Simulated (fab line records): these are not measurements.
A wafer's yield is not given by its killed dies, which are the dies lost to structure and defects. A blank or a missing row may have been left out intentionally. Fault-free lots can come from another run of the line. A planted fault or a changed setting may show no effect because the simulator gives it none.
Which of the tools did it? :: flow gf180mcu :: 13 lots, 39 wafers sampled, at 3 steps of a route of 602

## WHAT THE GAUGES SHOWED, per wafer
GF_M5_CD_MEAS_07: target cd 280 nm. Usual: cd-nm 279.9 nm, standard deviation 1.2.
lot: L238
measured: day 26 06:27
on: cd-sem-02
cd-nm (nm): 279.4 279.6 278.8
flag: 

lot: L239
measured: day 26 10:06
on: cd-sem-01
cd-nm (nm): 280.4 278.8 278.8
flag: 

lot: L240
measured: day 26 17:18
on: cd-sem-01
cd-nm (nm): 281.1 278.8 279.8
flag: 

lot: L241
measured: day 26 22:48
on: cd-sem-02
cd-nm (nm): 278.7 279.2 280.4
flag: 

lot: L242
measured: day 27 09:10
on: cd-sem-02
cd-nm (nm): 280.2 280.5 279.4
flag: 

lot: L243
measured: day 27 17:42
on: cd-sem-01
cd-nm (nm): 282.6 280.6 281.1
flag: 

lot: L244
measured: day 28 02:58
on: cd-sem-01
cd-nm (nm): 279.2 279.3 279.2
flag: 

lot: L245
measured: day 28 08:34
on: cd-sem-02
cd-nm (nm): 278.6 278.8 279.1
flag: 

lot: L246
measured: day 28 17:48
on: cd-sem-01
cd-nm (nm): 281.1 281.3 281.0
flag: 

lot: L247
measured: day 29 07:40
on: cd-sem-02
cd-nm (nm): 278.5 277.8 278.1
flag: 

lot: L251
measured: day 30 05:22
on: cd-sem-02
cd-nm (nm): 279.9 280.3 281.0
flag: 

lot: L252
measured: day 30 16:46
on: cd-sem-01
cd-nm (nm): 277.2 278.2 278.1
flag: 

lot: L261
measured: day 32 23:45
on: cd-sem-02
cd-nm (nm): 278.4 279.2 277.3
flag: 

## EACH LOT AND THE TOOL THAT RAN IT (in order: tool; ch and the chambers of the sampled wafers; start)
lot: L238
GF_V2_CMP_04: cmp-02 ch 1,2,3, day 19 06:06
GF_MIM_SPUTTER_09: pvd-sputter-01, day 24 11:50

lot: L239
GF_V2_CMP_04: cmp-02 ch 1,2,3, day 19 15:36
GF_MIM_SPUTTER_09: pvd-sputter-03, day 24 18:55

lot: L240
GF_V2_CMP_04: cmp-02 ch 0,2,3, day 19 20:13
GF_MIM_SPUTTER_09: pvd-sputter-01, day 24 23:41

lot: L241
GF_V2_CMP_04: cmp-01 ch 0,2,3, day 20 02:18
GF_MIM_SPUTTER_09: pvd-sputter-02, day 25 05:06

lot: L242
GF_V2_CMP_04: cmp-01 ch 1,2,3, day 20 18:14
GF_MIM_SPUTTER_09: pvd-sputter-02, day 25 14:48

lot: L243
GF_V2_CMP_04: cmp-01 ch 1,2, day 21 02:04
GF_MIM_SPUTTER_09: pvd-sputter-02, day 26 01:31

lot: L244
GF_V2_CMP_04: cmp-02 ch 0,1, day 21 09:54
GF_MIM_SPUTTER_09: pvd-sputter-02, day 26 09:52

lot: L245
GF_V2_CMP_04: cmp-02 ch 2,3, day 21 15:39
GF_MIM_SPUTTER_09: pvd-sputter-02, day 26 16:56

lot: L246
GF_V2_CMP_04: cmp-01 ch 2,3, day 22 06:25
GF_MIM_SPUTTER_09: pvd-sputter-01, day 27 01:47

lot: L247
GF_V2_CMP_04: cmp-01 ch 0,3, day 22 22:49
GF_MIM_SPUTTER_09: pvd-sputter-03, day 27 17:52

lot: L251
GF_V2_CMP_04: cmp-01 ch 0,1,2, day 24 03:18
GF_MIM_SPUTTER_09: pvd-sputter-03, day 28 15:51

lot: L252
GF_V2_CMP_04: cmp-01 ch 0,2,3, day 24 13:28
GF_MIM_SPUTTER_09: pvd-sputter-02, day 29 02:37

lot: L261
GF_V2_CMP_04: cmp-02 ch 0,1,3, day 27 08:50
GF_MIM_SPUTTER_09: pvd-sputter-03, day 31 14:26
- GF_V2_CMP_04: polishes SiO2.
- GF_MIM_SPUTTER_09: material TiN, target thk 35 nm, time 29.2 s.

## AS READ BY THE TOOLS THEMSELVES (means over the sampled wafers that have a number; for cases with no such wafer, the mark the record gives instead)
GF_V2_CMP_04. Usual: motor-current-A 11.5 A, standard deviation 0.72; slurry-flow-ml-min 149.9, standard deviation 0.49; time-to-endpoint-s 78 s, standard deviation 5.5.
lot: L238
tool: cmp-02
motor-current-A (A): 11.3
slurry-flow-ml-min: 150.0
time-to-endpoint-s (s): 78
flag: 

lot: L239
tool: cmp-02
motor-current-A (A): 11.3
slurry-flow-ml-min: 149.8
time-to-endpoint-s (s): 79
flag: 

lot: L240
tool: cmp-02
motor-current-A (A): 11.8
slurry-flow-ml-min: 150.0
time-to-endpoint-s (s): 76
flag: 

lot: L241
tool: cmp-01
motor-current-A (A): 11.5
slurry-flow-ml-min: 150.1
time-to-endpoint-s (s): 78
flag: 

lot: L242
tool: cmp-01
motor-current-A (A): 11.1
slurry-flow-ml-min: 150.3
time-to-endpoint-s (s): 76
flag: 

lot: L243
tool: cmp-01
motor-current-A (A): 11.2
slurry-flow-ml-min: 149.7
time-to-endpoint-s (s): 82
flag: 

lot: L244
tool: cmp-02
motor-current-A (A): 11.3
slurry-flow-ml-min: 150.3
time-to-endpoint-s (s): 83
flag: 

lot: L245
tool: cmp-02
motor-current-A (A): 12.0
slurry-flow-ml-min: 149.5
time-to-endpoint-s (s): 81
flag: 

lot: L246
tool: cmp-01
motor-current-A (A): 11.4
slurry-flow-ml-min: 149.9
time-to-endpoint-s (s): 77
flag: 

lot: L247
tool: cmp-01
motor-current-A (A): 12.2
slurry-flow-ml-min: 150.1
time-to-endpoint-s (s): 87
flag: 

lot: L251
tool: cmp-01
motor-current-A (A): 11.7
slurry-flow-ml-min: 149.7
time-to-endpoint-s (s): 73
flag: 

lot: L252
tool: cmp-01
motor-current-A (A): 11.8
slurry-flow-ml-min: 150.1
time-to-endpoint-s (s): 81
flag: 

lot: L261
tool: cmp-02
motor-current-A (A): 11.1
slurry-flow-ml-min: 149.9
time-to-endpoint-s (s): 82
flag: 

GF_MIM_SPUTTER_09. Usual: throttle-valve-pct 29.7 %, standard deviation 1.
lot: L238
tool: pvd-sputter-01
throttle-valve-pct (%): 30.1
flag: 

lot: L239
tool: pvd-sputter-03
throttle-valve-pct (%): 29.5
flag: 

lot: L240
tool: pvd-sputter-01
throttle-valve-pct (%): 30.0
flag: 

lot: L241
tool: pvd-sputter-02
throttle-valve-pct (%): 29.5
flag: 

lot: L242
tool: pvd-sputter-02
throttle-valve-pct (%): 29.4
flag: 

lot: L243
tool: pvd-sputter-02
throttle-valve-pct (%): 30.2
flag: 

lot: L244
tool: pvd-sputter-02
throttle-valve-pct (%): 29.4
flag: 

lot: L245
tool: pvd-sputter-02
throttle-valve-pct (%): 28.8
flag: 

lot: L246
tool: pvd-sputter-01
throttle-valve-pct (%): 30.4
flag: 

lot: L247
tool: pvd-sputter-03
throttle-valve-pct (%): 28.2
flag: 

lot: L251
tool: pvd-sputter-03
throttle-valve-pct (%): 29.4
flag: 

lot: L252
tool: pvd-sputter-02
throttle-valve-pct (%): 30.2
flag: 

lot: L261
tool: pvd-sputter-03
throttle-valve-pct (%): 29.0
flag: 

## THE ANSWER, worked out from the rows above alone
Rule: a lot counts as off when the mean over its wafers that have a number is more than 3 standard deviations away from the usual mean. Also off: a lot with no number at a reading for which 4 or more lots have one. The other lots that the step has rows for count as sound. First the gauges in route order, then the tools' own readings, where a lot's mean is used as printed above. At the first step where some lot is off, the reading lying furthest off is the one used; lots without a number count as furthest.
No lot is off at any reading shown: from this, nothing can be told.

## WHAT HAD BEEN PUT IN BY THE SIMULATOR
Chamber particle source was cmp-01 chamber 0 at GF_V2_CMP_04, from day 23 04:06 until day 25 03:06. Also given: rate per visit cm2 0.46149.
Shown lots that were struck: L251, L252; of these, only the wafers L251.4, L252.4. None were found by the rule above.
